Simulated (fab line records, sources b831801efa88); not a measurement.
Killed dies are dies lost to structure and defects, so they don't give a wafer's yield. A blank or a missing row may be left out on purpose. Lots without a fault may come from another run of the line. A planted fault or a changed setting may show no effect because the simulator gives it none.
A struck lot beside a sound one | flow sky130 | 20 steps out of a route of 708
Sound: wafers L293.3, L293.4, L293.5. Struck: wafers L282.2, L282.5, L282.6. The cause comes at the end.
At each step with rows: each side's tool, then ch and its chambers, then its first start. Under that, the readings that differ: sound wafers | struck wafers | difference of the means | sigmas: that difference in standard deviations of wafers without a fault.
alike: readings whose means differ by less than 2 such deviations, and words and numbers that are the same on both sides. not compared: withheld readings, readings that some wafer has no value for, bounds like >300 that may hide the same value, and numbers for which the record gives no deviation and whose values overlap.
The two part at a step that has a row with sigmas, a row that says differs or no value, or rows on one side only. Numbers that don't overlap but have no deviation are shown without sigmas and don't part them. A reading that every wafer of one side lacks parts them only if that side has two wafers or more.

SKY_VIA1_OVL_MEAS_13:
  sound on overlay-01, day 38 19:01; struck on overlay-01, day 35 12:24
  alike: VIA1_OVL
then, 1 step without rows for these wafers: SKY_VIA1_ETCH_14 (etches BARC in N2/H2, stops on SiO2, time 45.9 s, target depth 60 nm).
SKY_VIA1_ETCH_15: etches SiO2 in C4F8/O2/Ar, stops on TiN, target depth 351 nm, time 54 s.
  sound on rie_diel-01 ch 1,2,3, day 38 19:05; struck on rie_diel-01 ch 1,2,3, day 35 12:28
  alike: oes_product_au
  not compared: rf_hours_counter_h
SKY_VIA1_STRIP_16: strips in O2/N2.
  sound on plasma_asher-02 ch 0,1, day 38 19:10; struck on plasma_asher-02 ch 0,1, day 35 12:31
  alike: drypump_motor_current_A, oes_product_au, strip_time_to_endpoint_s
  not compared: rf_hours_counter_h
then, 4 steps without rows for these wafers: SKY_VIA1_STRIP_17 (strips in post etch residue remover, time 1200 s); SKY_VIA1_CLEAN_18 (cleans in IPA, time 180 s); SKY_VIA1_CLEAN_19 (cleans in O3/DIW); SKY_VIA1_SPUTTER_20 (material TiN, target thk 20 nm, time 80 s).
SKY_VIA1_CVD_21: deposits W, target thk 270 nm, time 80.902 s.
  sound on cvd_w-01 ch 0,1, day 38 19:49; struck on cvd_w-02 ch 0,1, day 35 13:10
  alike: heater_power_w
SKY_VIA1_RS_MEAS_22: measures by four-point-probe.
  sound on film_metro-02, day 38 19:55; struck on film_metro-03, day 35 13:17
  reading            | sound             | struck            | difference | sigmas
  VIA1_W_RS (ohm/sq) | 0.427 0.425 0.429 | 0.406 0.407 0.424 | -0.015     | -2
SKY_VIA1_THK_MEAS_23: measures by xrf.
  sound on film_metro-02, day 38 20:01; struck on film_metro-03, day 35 13:23
  alike: VIA1_W_THK
SKY_VIA1_CMP_24: polishes, stops on SiO2, t overpolish 15 s, target thk 0 nm.
  sound on cmp-01 ch 0,2,3, day 38 20:04; struck on cmp-01 ch 0,3, day 35 13:29
  alike: motor_current_A, overpolish_run_s, time_to_endpoint_s
SKY_METAL2_SPUTTER_00: material Ti, target thk 15 nm, time 10 s.
  sound on pvd_sputter-03, day 38 20:23; struck on pvd_sputter-02, day 35 13:44
  no value came back on the struck wafers for cathode_dc_power_W (W), chamber_pressure_pa (Pa), throttle_valve_pct (%); on the sound wafers cathode_dc_power_W (W) reads 2999.9 3000.1 3001.3
then, 2 steps without rows for these wafers: SKY_METAL2_SPUTTER_01 (material TiN, target thk 20 nm, time 16.7 s); SKY_METAL2_SPUTTER_02 (material AlCu, target thk 250 nm, time 13.3 s).
SKY_METAL2_SPUTTER_03: material Ti, target thk 5 nm, time 3.3 s.
  sound on pvd_sputter-03, day 38 20:27; struck on pvd_sputter-02, day 35 13:49
  alike: cathode_dc_power_W, chamber_pressure_pa, throttle_valve_pct
then, 1 step without rows for these wafers: SKY_METAL2_SPUTTER_04 (material TiN, target thk 70 nm, time 58.3 s).
SKY_METAL2_RS_MEAS_05: measures by four-point-probe.
  sound on film_metro-03, day 38 20:34; struck on film_metro-03, day 35 14:23
  alike: METAL2_ALCU_RS
  not compared: hold
SKY_METAL2_THK_MEAS_06: measures by xrf.
  sound on film_metro-03, day 38 20:40; struck on film_metro-03, day 35 16:40
  reading | sound | struck                                                                     | difference                   | sigmas
  hold    | - - - | await_dispo/2.2h/release await_dispo/2.2h/release await_dispo/2.2h/release | no value on the sound wafers |
  alike: METAL2_ALCU_THK
-- the record jumps here: 11 days lie between the struck wafers' starts before and after (it left off in module METAL2 and takes up again in module PAD_OPEN, whose first step shown is number 708 of the route) --
SKY_PAD_OPEN_PROBE_99:
  sound on prober-02, day 49 10:23; struck on prober-02, day 46 22:39
  reading                       | sound             | struck         | difference | sigmas
  model.etest.via1_chain.rc_ohm | 15.77 15.14 15.37 | 18 19.09 17.87 | +3         |
  alike: defect_limited_yield, killed_at_M0_to_M3, killed_at_M4_up, killed_at_contacts, killed_at_front_end, killed_at_other, killed_dies, killed_open, killed_short, sort_bin_3_pad_short, sort_bin_5_function, sort_bin_6_memory, sort_n_pass, sort_yield_pct

WHERE THEY PART
First at SKY_VIA1_RS_MEAS_22; last, within this record, at SKY_METAL2_THK_MEAS_06. Later steps at which nothing parts them and some readings are alike: SKY_PAD_OPEN_PROBE_99.

WHY: what the simulator had put in
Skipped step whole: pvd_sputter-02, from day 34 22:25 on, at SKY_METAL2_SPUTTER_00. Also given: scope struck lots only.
